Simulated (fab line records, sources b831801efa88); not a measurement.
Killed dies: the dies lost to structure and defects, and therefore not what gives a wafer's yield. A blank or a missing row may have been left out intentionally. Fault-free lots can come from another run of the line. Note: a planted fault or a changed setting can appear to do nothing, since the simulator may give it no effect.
2 desks, one fault || flow sfq-line || each desk has only its own numbers; what lay behind them comes last

== THE TOOL OWNER'S DESK: pvd-sputter-05 ==
The tool's own readings at SFQ_TRILAYER_L0_DEP_SPUTTER_003 (material MoNx KI, target thk 40 nm, time 100 s): means of the sampled wafers that have a number, for each lot that ran on this tool. The brackets show how far a lot's mean lies from the usual mean; more than 4 standard deviations puts the lot out of limits, marked OUT.
Columns: A = throttle-valve-pct at SFQ_TRILAYER_L0_DEP_SPUTTER_003, usual 30.6 %
{"lot": "L164", "first seen here": "day 1 22:29", "A": 30.0}
{"lot": "L172", "first seen here": "day 3 14:29", "A": 30.9}
{"lot": "L173", "first seen here": "day 3 19:29", "A": 31.1}
{"lot": "L175", "first seen here": "day 4 05:29", "A": 31.4}
Result from this desk: across the 4 lots, nothing is out of limits.

== THE METROLOGY DESK ==
Means of the sampled wafers that have a number, per lot and without regard to the tool the lot ran on: this is what the gauges read. The brackets show how far a lot's mean lies from the usual mean; more than 4 standard deviations puts the lot out of limits, marked OUT.
Columns: A = INCOMING_BOW at SFQ_INCOMING_BOW_MEAS_900, usual -1 um; B = L0_MONX_KI_RS at SFQ_L0_RS_MEAS_901, usual 43.3 ohm/sq; C = L0_MONX_KI_THK at SFQ_L0_THK_MEAS_902, usual 40.3 nm; D = L0V_OVL at SFQ_L0V_OVL_MEAS_903, usual 1 nm; E = M0_NB_RS at SFQ_M0_RS_MEAS_904, usual 0.892 ohm/sq; F = M8_BOW at SFQ_M8_BOW_MEAS_951, usual 8 um
{"lot": "L164", "first seen here": "day 1 20:01", "A": -6, "B": 43.8, "C": 39.9, "D": 1, "E": 0.868, "F": 2}
{"lot": "L166", "first seen here": "day 2 06:01", "A": -2, "B": 42.8, "C": 40.6, "D": 3, "E": 0.888, "F": 4}
{"lot": "L172", "first seen here": "day 3 12:04", "A": -1, "B": "41.0 (-5.6) OUT", "C": "42.8 (+5.3) OUT", "D": 0, "E": 0.888, "F": 12}
{"lot": "L173", "first seen here": "day 3 17:04", "A": 2, "B": "41.1 (-5.4) OUT", "C": 42.1, "D": -8, "E": 0.895, "F": 16}
{"lot": "L175", "first seen here": "day 4 03:04", "A": -4, "B": "40.7 (-6.3) OUT", "C": "43.3 (+6.4) OUT", "D": 2, "E": 0.889, "F": -2}
{"lot": "L181", "first seen here": "day 5 09:01", "A": 0, "B": 43.6, "C": 39.8, "D": -0, "E": 0.889, "F": 8}
{"lot": "L182", "first seen here": "day 5 14:00", "A": -1, "B": 42.7, "C": 40.8, "D": -5, "E": 0.900, "F": 15}
This desk's finding: out of limits on L172, L173, L175; first on L172, day 3 14:37 (L0_MONX_KI_RS at SFQ_L0_RS_MEAS_901). In limits: L164, L166, L181, L182.

== BROUGHT TOGETHER ==
The metrology desk could have raised an alarm at day 3 14:37, on L172, L173, L175.
The desk of the tool owner found nothing out of limits.
Tool owner's desk: L172, L173, L175 on record, inside its limits.
SFQ_TRILAYER_L0_DEP_SPUTTER_003 was run on pvd-sputter-05 by each of the lots named.

== WHAT HAD BEEN PUT IN BY THE SIMULATOR ==
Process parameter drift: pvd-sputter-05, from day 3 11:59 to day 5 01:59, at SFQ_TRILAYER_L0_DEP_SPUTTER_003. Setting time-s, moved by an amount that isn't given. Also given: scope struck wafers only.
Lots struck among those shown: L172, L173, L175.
Hours from the fault's start to each desk's first reading out of limits: the metrology desk, 3.
